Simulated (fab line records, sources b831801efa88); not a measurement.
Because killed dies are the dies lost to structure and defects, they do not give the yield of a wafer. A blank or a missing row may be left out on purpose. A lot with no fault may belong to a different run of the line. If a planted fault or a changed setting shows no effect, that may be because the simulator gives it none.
fab line records ; flow sfq-line
[record] lots = 6; wafers = 18; last-day = 92
route steps=325 shown M5@206 A5B@209 R5@212
lots that met no fault: from a run of the same line without faults
start-h: the number of hours between the record's first day and the start of the first shown wafer of the lot ; wait-h: hours from the lot's prior step to this one ; " same as the row above ; L1.1+2: a row that stands for several wafers ; - no value present, or no start provided ; * or withheld: withheld ; < > ~ a bound
route shown NAME@n: NAME is a module with steps in the file, n the number in the route of the first one ; usual: mean/standard deviation of fault-free wafers ; same: alike in all rows ; chamber/n: place in a boat ; sites: each site's reading ; _std_site: how widely they spread, as a standard deviation ; _edge_site: mean of outer sites minus mean of inner sites ; radius-mm: how far each site lies from the wafer's centre ; mask NAME#n: copy n ; behind: the most recent tool/chamber to have shaped the wafer ; hold: why the lot went on hold/how many hours it stayed there/how the hold came to an end ; device: the n, p or np transistor that did not switch ; end of line: tests of these same wafers at the route's end ; step lacking rows: just its recipe ; killed: at the first sort, the dies lost to defects and structure; wafer yield is something else ; map: a wafer's dies, x killed, . not, _ none there
set.NAME: the run value of the setting; set.NAME@STEP: its run value at that earlier step ; model.NAME: the simulator's own value behind a step, which no gauge read
certain route steps with their lots: each step a table, each wafer a row
services: a tool's chamber out of use, with start hour (start-h, from the record's first day; less than 0 if before it), hours out, and reason
[[steps]]
[step SFQ_TRILAYER_M5_ETCH_METAL_ETCH_126]
[recipe] target = Nb; stop-on = SiO2; mask-material = PR; over-etch-frac = 0.15; time-s = 203.2; chemistry = Cl2/BCl3; target-depth-nm = 265; icp-w = 600; bias-w = 80; pressure-mtorr = 10
[step SFQ_TRILAYER_M5_STRIP_STRIP_127]
[recipe] gas = O2; power-w = 200; platen-temp-c = 40; overash-fraction = 0.65; chemistry = O2; pressure-mtorr = 50
[usual] drypump-motor-current-A = 5.2/0.33; oes-product-au = 1.001/0.014
lot.wafer;tool;chamber;start-h;wait-h;drypump-motor-current-A;oes-product-au;rf-hours-counter-h
L760.2;rie-metal-04;0;1339.01;0.1;5.1;1.006;39
L760.5;rie-metal-04;0;1339.01;0.1;5.1;1.016;-
L760.6;rie-metal-04;1;1339.01;0.1;5.3;0.984;-
L765.1;rie-metal-02;1;1361.82;0.1;4.7;1.014;11
L765.2;rie-metal-02;0;1361.82;0.1;5.7;1.006;7
L765.4;rie-metal-02;1;1361.82;0.1;4.7;1.015;-
L771.1;rie-metal-03;0;1409.66;0.1;5.3;0.993;26
L771.3;rie-metal-03;1;1409.66;0.1;5.5;1.002;-
L771.4;rie-metal-03;0;1409.66;0.1;5.3;1.007;-
L772.1;rie-metal-03;1;1412.19;0.1;5.5;0.992;137
L772.5;rie-metal-03;1;1412.19;0.1;5.5;1.006;-
L772.6;rie-metal-03;0;1412.19;0.1;5.3;0.989;-
L778.1;rie-metal-02;0;1434.09;0.1;5.6;1.001;16
L778.3;rie-metal-02;0;1434.09;0.1;5.7;0.991;-
L778.5;rie-metal-02;0;1434.09;0.1;5.7;0.991;-
L780.3;rie-metal-03;0;1456.81;0.3;5.3;0.997;-
L780.4;rie-metal-03;1;1456.81;0.3;5.5;1.003;-
L780.5;rie-metal-03;0;1456.81;0.3;5.3;0.994;-
[step SFQ_TRILAYER_M5_STRIP_SOLV_CLEAN_128]
[recipe] chemistry = NMP; temp-c = 70; time-s = 600
[step SFQ_TRILAYER_A5B_DEP_PECVD_129]
[recipe] material = SiO2; temp-c = 150; time-s = 133.33; pressure-torr = 2.4; rf-w = 183.3; precursor = SiH4/N2O; target-thk-nm = 600
[step SFQ_TRILAYER_A5B_CMP_CMP_130]
[recipe] stop-on = Nb; down-force-psi = 3; platen-rpm = 60; target-thk-nm = 340.7
[step SFQ_TRILAYER_A5B_METRO_MEASURE_131]
[usual] thk-nm = 341/5
lot.wafer;tool;chamber;start-h;wait-h;thk-nm
L760.2;film-metro-04;-;1343.08;2.2;351
L760.5;film-metro-04;-;1343.08;2.2;349
L760.6;film-metro-04;-;1343.08;2.2;342
L765.1;film-metro-01;-;1365.69;2.0;344
L765.2;film-metro-01;-;1365.69;2.0;336
L765.4;film-metro-01;-;1365.69;2.0;341
L771.1;film-metro-03;-;1415.21;1.0;332
L771.3;film-metro-03;-;1415.21;1.0;343
L771.4;film-metro-03;-;1415.21;1.0;340
L772.1;film-metro-04;-;1418.21;2.5;345
L772.5;film-metro-04;-;1418.21;2.5;349
L772.6;film-metro-04;-;1418.21;2.5;341
L778.1;film-metro-01;-;1441.60;1.0;348
L778.3;film-metro-01;-;1441.60;1.0;344
L778.5;film-metro-01;-;1441.60;1.0;349
L780.3;film-metro-04;-;1460.88;2.9;350
L780.4;film-metro-04;-;1460.88;2.9;338
L780.5;film-metro-04;-;1460.88;2.9;343
[step SFQ_TRILAYER_R5_DEP_SPUTTER_132]
[recipe] material = Ti; base-pressure-pa = 1.33e-06; target-thk-nm = 5; power-w = 2000; time-s = 5; chamber-pressure-pa = 0.4
[usual] cathode-dc-power-W = 2000.0/0.38; throttle-valve-pct = 29.9/0.77
[same] time-s = 5
lot.wafer;tool;chamber;start-h;wait-h;cathode-dc-power-W;throttle-valve-pct
L760.2;pvd-sputter-04;-;1344.08;0.8;1999.8;29.4
L760.5;pvd-sputter-04;-;1344.08;0.8;2000.5;30.5
L760.6;pvd-sputter-04;-;1344.08;0.8;2000.0;29.8
L765.1;pvd-sputter-05;-;1366.89;1.0;2000.4;29.8
L765.2;pvd-sputter-05;-;1366.89;1.0;2000.0;29.2
L765.4;pvd-sputter-05;-;1366.89;1.0;2000.5;29.5
L771.1;pvd-sputter-06;-;1416.41;1.0;2000.1;28.9
L771.3;pvd-sputter-06;-;1416.41;1.0;2000.2;30.4
L771.4;pvd-sputter-06;-;1416.41;1.0;2000.0;30.3
L772.1;pvd-sputter-05;-;1419.41;1.0;1999.8;29.1
L772.5;pvd-sputter-05;-;1419.41;1.0;2001.2;29.7
L772.6;pvd-sputter-05;-;1419.41;1.0;1999.8;28.9
L778.1;pvd-sputter-06;-;1442.80;1.0;1999.8;29.1
L778.3;pvd-sputter-06;-;1442.80;1.0;2000.3;30.3
L778.5;pvd-sputter-06;-;1442.80;1.0;2000.2;30.2
L780.3;pvd-sputter-05;-;1461.68;0.6;2000.6;29.3
L780.4;pvd-sputter-05;-;1461.68;0.6;2000.5;29.6
L780.5;pvd-sputter-05;-;1461.68;0.6;2000.0;29.0
[step SFQ_TRILAYER_R5_DEP_SPUTTER_133]
[recipe] material = MoNx; base-pressure-pa = 1.33e-06; target-thk-nm = 40; power-w = 1000; time-s = 66.7; chamber-pressure-pa = 0.4
[usual] cathode-dc-power-W = 1000.0/0.19; throttle-valve-pct = 29.9/0.77
[same] time-s = 66.7
lot.wafer;tool;chamber;start-h;wait-h;cathode-dc-power-W;throttle-valve-pct
L760.2;pvd-sputter-04;-;1344.10;0.0;999.88;29.6
L760.5;pvd-sputter-04;-;1344.10;0.0;999.91;30.5
L760.6;pvd-sputter-04;-;1344.10;0.0;999.98;29.4
L765.1;pvd-sputter-05;-;1366.91;0.0;1000.4;29.5
L765.2;pvd-sputter-05;-;1366.91;0.0;999.99;29.6
L765.4;pvd-sputter-05;-;1366.91;0.0;999.91;29.6
L771.1;pvd-sputter-06;-;1416.43;0.0;1000.0;28.9
L771.3;pvd-sputter-06;-;1416.43;0.0;1000.0;30.4
L771.4;pvd-sputter-06;-;1416.43;0.0;1000.0;30.1
L772.1;pvd-sputter-05;-;1419.43;0.0;999.96;28.9
L772.5;pvd-sputter-05;-;1419.43;0.0;1000.2;29.6
L772.6;pvd-sputter-05;-;1419.43;0.0;999.83;28.6
L778.1;pvd-sputter-06;-;1442.82;0.0;999.85;29.0
L778.3;pvd-sputter-06;-;1442.82;0.0;1000.3;30.3
L778.5;pvd-sputter-06;-;1442.82;0.0;1000.3;30.2
L780.3;pvd-sputter-05;-;1461.70;0.0;1000.1;29.4
L780.4;pvd-sputter-05;-;1461.70;0.0;1000.1;29.6
L780.5;pvd-sputter-05;-;1461.70;0.0;999.86;29.3
[step SFQ_TRILAYER_R5_DEP_SPUTTER_134]
[recipe] material = Ti; base-pressure-pa = 1.33e-06; target-thk-nm = 5; power-w = 2000; time-s = 5; chamber-pressure-pa = 0.4
[usual] cathode-dc-power-W = 2000.0/0.35; throttle-valve-pct = 29.9/0.77
[same] time-s = 5
lot.wafer;tool;chamber;start-h;wait-h;cathode-dc-power-W;throttle-valve-pct
L760.2;pvd-sputter-04;-;1344.15;0.0;2000.0;29.5
L760.5;pvd-sputter-04;-;1344.15;0.0;1999.2;30.4
L760.6;pvd-sputter-04;-;1344.15;0.0;1999.1;29.2
L765.1;pvd-sputter-05;-;1366.96;0.0;2000.1;29.7
L765.2;pvd-sputter-05;-;1366.96;0.0;2000.2;29.6
L765.4;pvd-sputter-05;-;1366.96;0.0;2000.0;29.6
L771.1;pvd-sputter-06;-;1416.48;0.0;1999.9;29.0
L771.3;pvd-sputter-06;-;1416.48;0.0;2000.1;30.4
L771.4;pvd-sputter-06;-;1416.48;0.0;2000.3;30.0
L772.1;pvd-sputter-05;-;1419.48;0.0;1999.7;28.8
L772.5;pvd-sputter-05;-;1419.48;0.0;1999.7;29.3
L772.6;pvd-sputter-05;-;1419.48;0.0;1999.7;28.9
L778.1;pvd-sputter-06;-;1442.87;0.0;2000.1;29.2
L778.3;pvd-sputter-06;-;1442.87;0.0;2000.4;30.5
L778.5;pvd-sputter-06;-;1442.87;0.0;2000.2;30.4
L780.3;pvd-sputter-05;-;1461.75;0.0;2000.2;29.2
L780.4;pvd-sputter-05;-;1461.75;0.0;2000.2;29.5
L780.5;pvd-sputter-05;-;1461.75;0.0;2000.0;29.0
[step SFQ_R5_RS_MEAS_933]
[recipe] thk-meas-gauge = four-point-probe; reads = Ti_of_TRILAYER_R5_DEP_SPUTTER_134+MoNx_of_TRILAYER_R5_DEP_SPUTTER_133+Ti_of_TRILAYER_R5_DEP_SPUTTER_132
[usual] R5_MONX_RS = 7.03/0.079
lot.wafer;tool;chamber;start-h;wait-h;R5_MONX_RS[ohm/sq]
L760.2;film-metro-01;-;1344.19;0.0;7.08
L760.5;film-metro-01;-;1344.19;0.0;7.17
L760.6;film-metro-01;-;1344.19;0.0;7.08
L765.1;film-metro-02;-;1366.98;0.0;7.02
L765.2;film-metro-02;-;1366.98;0.0;7.03
L765.4;film-metro-02;-;1366.98;0.0;6.98
L771.1;film-metro-01;-;1416.50;0.0;6.93
L771.3;film-metro-01;-;1416.50;0.0;6.88
L771.4;film-metro-01;-;1416.50;0.0;7.03
L772.1;film-metro-01;-;1419.50;0.0;7.07
L772.5;film-metro-01;-;1419.50;0.0;7.07
L772.6;film-metro-01;-;1419.50;0.0;7.04
L778.1;film-metro-02;-;1442.89;0.0;7.04
L778.3;film-metro-02;-;1442.89;0.0;7.10
L778.5;film-metro-02;-;1442.89;0.0;7.04
L780.3;film-metro-01;-;1461.81;0.0;7.00
L780.4;film-metro-01;-;1461.81;0.0;7.13
L780.5;film-metro-01;-;1461.81;0.0;7.06
[step SFQ_R5_THK_MEAS_934]
[recipe] thk-meas-gauge = xrf; reads = MoNx_of_TRILAYER_R5_DEP_SPUTTER_133
[usual] R5_MONX_THK = 39.6/0.47
lot.wafer;tool;chamber;start-h;wait-h;R5_MONX_THK[nm]
L760.2;film-metro-01;-;1344.30;0.1;39.3
L760.5;film-metro-01;-;1344.30;0.1;39.0
L760.6;film-metro-01;-;1344.30;0.1;39.2
L765.1;film-metro-02;-;1367.10;0.1;39.8
L765.2;film-metro-02;-;1367.10;0.1;39.7
L765.4;film-metro-02;-;1367.10;0.1;40.1
L771.1;film-metro-01;-;1416.62;0.1;40.4
L771.3;film-metro-01;-;1416.62;0.1;40.5
L771.4;film-metro-01;-;1416.62;0.1;39.2
L772.1;film-metro-01;-;1419.62;0.1;39.2
L772.5;film-metro-01;-;1419.62;0.1;39.1
L772.6;film-metro-01;-;1419.62;0.1;39.2
L778.1;film-metro-02;-;1443.01;0.1;39.6
L778.3;film-metro-02;-;1443.01;0.1;39.6
L778.5;film-metro-02;-;1443.01;0.1;39.5
L780.3;film-metro-01;-;1461.91;0.1;39.2
L780.4;film-metro-01;-;1461.91;0.1;39.0
L780.5;film-metro-01;-;1461.91;0.1;39.4
[step SFQ_TRILAYER_R5_LITHO_COAT_141]
[recipe] resist = BARC; spin-rpm = 3000; resist-thk-nm = 62
[step SFQ_TRILAYER_R5_LITHO_COAT_136]
[recipe] resist = KrF; spin-rpm = 3000; resist-thk-nm = 600
[usual] spin-speed-rpm = 2999.9/2
lot.wafer;tool;chamber;start-h;wait-h;spin-speed-rpm;model.KrF_of_TRILAYER_R5_LITHO_COAT_136.thk-nm
L760.2;litho-track-03;0;1344.70;0.2;3002.2;601.5
L760.5;litho-track-03;0;1344.70;0.2;2995.7;601.8
L760.6;litho-track-03;0;1344.70;0.2;2998.7;602.8
L765.1;litho-track-04;0;1367.46;0.2;3002.3;599.2
L765.2;litho-track-04;0;1367.46;0.2;2996.5;597.8
L765.4;litho-track-04;0;1367.46;0.2;3000.7;600.1
L771.1;litho-track-03;0;1416.98;0.2;2917.3;614.3
L771.3;litho-track-03;0;1416.98;0.2;2915.3;611.2
L771.4;litho-track-03;0;1416.98;0.2;2915.6;614.6
L772.1;litho-track-03;0;1419.98;0.2;2915.6;610.9
L772.5;litho-track-03;0;1419.98;0.2;2913.5;611.2
L772.6;litho-track-03;0;1419.98;0.2;2914.0;612.4
L778.1;litho-track-04;0;1443.37;0.2;2998.9;599.7
L778.3;litho-track-04;0;1443.37;0.2;2997.9;601
L778.5;litho-track-04;0;1443.37;0.2;2998.0;598.9
L780.3;litho-track-02;0;1462.35;0.2;3001.5;597.8
L780.4;litho-track-02;0;1462.35;0.2;2999.2;599.9
L780.5;litho-track-02;0;1462.35;0.2;3002.3;598.9
[step SFQ_TRILAYER_R5_LITHO_SOFTBAKE_140]
[recipe] temp-c = withheld; time-s = withheld; resist = KrF
[step SFQ_TRILAYER_R5_LITHO_EXPOSE_137]
[recipe] mask-id = R5; na = 0.6; source-shape = conventional; sigma-outer = 0.65; target-cd-nm = 500; dose-mj = 14.4
[step SFQ_TRILAYER_R5_LITHO_PEB_139]
[recipe] peb-temp-c = 115; peb-time-s = 60; resist = KrF
[step SFQ_TRILAYER_R5_LITHO_DEVELOP_138]
[recipe] time-s = 60; resist = KrF
[step SFQ_R5_OVL_MEAS_935]
[usual] R5_OVL = 3/4.6
lot.wafer;tool;chamber;start-h;wait-h;R5_OVL[nm]
L760.2;overlay-01;-;1483.73;0.1;4
L760.5;overlay-01;-;1483.73;0.1;4
L760.6;overlay-01;-;1483.73;0.1;5
L765.1;overlay-02;-;1499.32;0.1;1
L765.2;overlay-02;-;1499.32;0.1;4
L765.4;overlay-02;-;1499.32;0.1;10
L771.1;overlay-02;-;1544.92;0.1;5
L771.3;overlay-02;-;1544.92;0.1;7
L771.4;overlay-02;-;1544.92;0.1;6
L772.1;overlay-02;-;1547.32;0.1;3
L772.5;overlay-02;-;1547.32;0.1;-1
L772.6;overlay-02;-;1547.32;0.1;-1
L778.1;overlay-01;-;1572.95;0.1;8
L778.3;overlay-01;-;1572.95;0.1;4
L778.5;overlay-01;-;1572.95;0.1;5
L780.3;overlay-01;-;1583.76;0.1;-4
L780.4;overlay-01;-;1583.76;0.1;7
L780.5;overlay-01;-;1583.76;0.1;-3
[step SFQ_TRILAYER_R5_BARC_OPEN_METAL_ETCH_177]
[recipe] mask-material = PR; chemistry = O2; target-depth-nm = 125; target = BARC; icp-w = 600; bias-w = 80; pressure-mtorr = 10; time-s = 41.7
[step SFQ_TRILAYER_R5_ETCH_METAL_ETCH_139]
[recipe] stop-on = SiO2; mask-material = PR; chemistry = Cl2; target-depth-nm = 60; icp-w = 600; bias-w = 80; pressure-mtorr = 10; time-s = 40
[usual] drypump-motor-current-A = 5.36/0.23; oes-product-au = 0.988/0.0075
[same] time-s = 40
lot.wafer;tool;chamber;start-h;wait-h;drypump-motor-current-A;oes-product-au;rf-hours-counter-h;model.KrF_of_TRILAYER_R5_LITHO_COAT_136.thk-nm
L760.2;rie-metal-04;0;1483.82;0.0;5.08;0.993;63;501
L760.5;rie-metal-04;1;1483.82;0.0;5.32;0.978;-;503.5
L760.6;rie-metal-04;0;1483.82;0.0;5.06;0.987;-;502.3
L765.1;rie-metal-04;1;1499.42;0.0;5.33;0.973;26;501
L765.2;rie-metal-04;0;1499.42;0.0;5.05;0.989;65;497
L765.4;rie-metal-04;0;1499.42;0.0;5.05;0.978;-;499.2
L771.1;rie-metal-03;1;1545.02;0.0;5.52;0.994;7;511.5
L771.3;rie-metal-03;1;1545.02;0.0;5.50;1.004;-;508.2
L771.4;rie-metal-03;0;1545.02;0.0;5.24;0.984;-;513.6
L772.1;rie-metal-03;1;1547.42;0.0;5.53;0.988;8;508.8
L772.5;rie-metal-03;1;1547.42;0.0;5.53;0.988;-;508.4
L772.6;rie-metal-03;0;1547.42;0.0;5.23;0.990;-;512
L778.1;rie-metal-01;1;1573.04;0.0;5.37;0.989;112;497.8
L778.3;rie-metal-01;0;1573.04;0.0;5.86;0.984;-;502.5
L778.5;rie-metal-01;1;1573.04;0.0;5.37;0.999;-;497.8
L780.3;rie-metal-04;0;1583.86;0.0;5.04;0.998;-;496.4
L780.4;rie-metal-04;1;1583.86;0.0;5.33;0.977;-;500.9
L780.5;rie-metal-04;0;1583.86;0.0;5.06;0.999;-;497.4
[step SFQ_TRILAYER_R5_STRIP_STRIP_140]
[recipe] gas = O2; power-w = 200; platen-temp-c = 40; overash-fraction = 0.65; chemistry = O2; pressure-mtorr = 50
[[services]]
tool;chamber;start-h;hours;kind
pvd-sputter-06;-;1329.02;2.9;repair
pvd-sputter-06;1;1355.66;-;consumable-replace:kit
film-metro-04;-;1357.60;3.8;pm
film-metro-03;-;1360.13;1.5;pm
rie-metal-04;-;1361.15;0.5;repair
rie-metal-01;1;1363.26;3.7;repair
film-metro-01;-;1376.94;1.2;pm
film-metro-01;-;1380.50;0.9;pm
film-metro-01;-;1385.25;0.5;pm
film-metro-04;-;1399.54;0.8;pm
pvd-sputter-04;-;1405.39;4.4;repair
film-metro-03;-;1407.46;2.5;pm
pvd-sputter-05;2;1439.35;-;consumable-replace:kit
pvd-sputter-05;2;1439.35;18.0;scheduled-down
pvd-sputter-05;2;1439.35;18.0;vent-cycle
pvd-sputter-06;-;1460.95;0.9;repair
pvd-sputter-04;-;1462.39;2.0;repair
film-metro-03;-;1476.58;0.7;pm
film-metro-01;-;1495.17;0.8;pm
pvd-sputter-05;-;1502.50;4.6;repair
rie-metal-03;-;1511.07;2.8;pm
film-metro-04;-;1519.29;2.4;pm
rie-metal-04;-;1559.62;0.7;repair
rie-metal-01;-;1576.38;2.4;repair
[[key]]
[first-sign] step = SFQ_TRILAYER_R5_LITHO_COAT_136; reading = spin-speed-rpm; direction = down; sigmas = 41; usual = 2999.9; struck = 2915.2
effect none on later readings
[model-effect] step = SFQ_TRILAYER_R5_LITHO_COAT_136; value = KrF_of_TRILAYER_R5_LITHO_COAT_136.thk-nm; without = 603.8; struck = 612.4
[model-effect] step = SFQ_TRILAYER_R5_ETCH_METAL_ETCH_139; value = KrF_of_TRILAYER_R5_LITHO_COAT_136.thk-nm; without = 501.8; struck = 510.4
met-at SFQ_TRILAYER_R5_LITHO_COAT_136
struck-wafers L771.1,L771.3,L771.4,L772.1,L772.5,L772.6
onset-between 1344.70 1416.98
[fault] kind = process-parameter-drift; tool = litho-track-03; chamber = -; onset-h = 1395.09; steps = SFQ_TRILAYER_R5_LITHO_COAT_136; channel = spin-rpm; offset = -83.46; shape = step; end-h = 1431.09; acts-in = these-recipes-only; stated = 3000
